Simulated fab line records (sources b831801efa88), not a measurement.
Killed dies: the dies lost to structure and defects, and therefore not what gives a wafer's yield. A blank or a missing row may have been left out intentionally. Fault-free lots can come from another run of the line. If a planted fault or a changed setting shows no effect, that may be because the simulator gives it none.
Which tool is to blame?	flow sky130	18 wafers from 6 lots sampled at 2 of the route's 708 steps

== WHAT THE GAUGES READ, wafer by wafer ==
SKY_VT_ADJUST_HVTP_TW_MEAS_11.
lot	measured	on	VT_ADJUST_HVTP_TW
L205	day 6 19:02	filmMetro-04	1700 1687 1689
L209	day 7 18:52	filmMetro-02	1686 1691 1688
L214	day 8 22:05	filmMetro-04	1707 1698 1705
L217	day 9 16:16	filmMetro-03	1363 1358 1360
L220	day 10 14:40	filmMetro-02	1366 1367 1365
L223	day 11 08:08	filmMetro-04	1363 1362 1368

== WHICH TOOL RAN EACH LOT (tool, then ch and the chambers of the sampled wafers, then the start) ==
lot	SKY_VT_ADJUST_HVTP_IMPLANT_09
L205	implanter-04 ch 0, day 6 18:30
L209	implanter-02 ch 0, day 7 18:12
L214	implanter-04 ch 0, day 8 21:32
L217	implanter-02 ch 0, day 9 16:03
L220	implanter-04 ch 0, day 10 14:26
L223	implanter-03 ch 0, day 11 07:53
- SKY_VT_ADJUST_HVTP_IMPLANT_09

== THE ANSWER, worked out from the rows above alone ==
Rule: usual is defined by the lots themselves. The widest of any qualifying gaps counts: lots, ordered by their means at a reading, are off when they make up no more than a third of the lots, leave a main group of 4 or more, and stand apart from it by 3 or more times the standard deviation of that group's means. A main group is skipped when, at the precision printed for the reading in the tables above, its means are all equal. Also off: a lot with no number at a reading for which 4 or more lots have one. All remaining lots with rows at the step are treated as sound.
No lot is off on any of the readings shown, so nothing can be concluded from this.

== WHAT WAS PUT IN BY THE SIMULATOR ==
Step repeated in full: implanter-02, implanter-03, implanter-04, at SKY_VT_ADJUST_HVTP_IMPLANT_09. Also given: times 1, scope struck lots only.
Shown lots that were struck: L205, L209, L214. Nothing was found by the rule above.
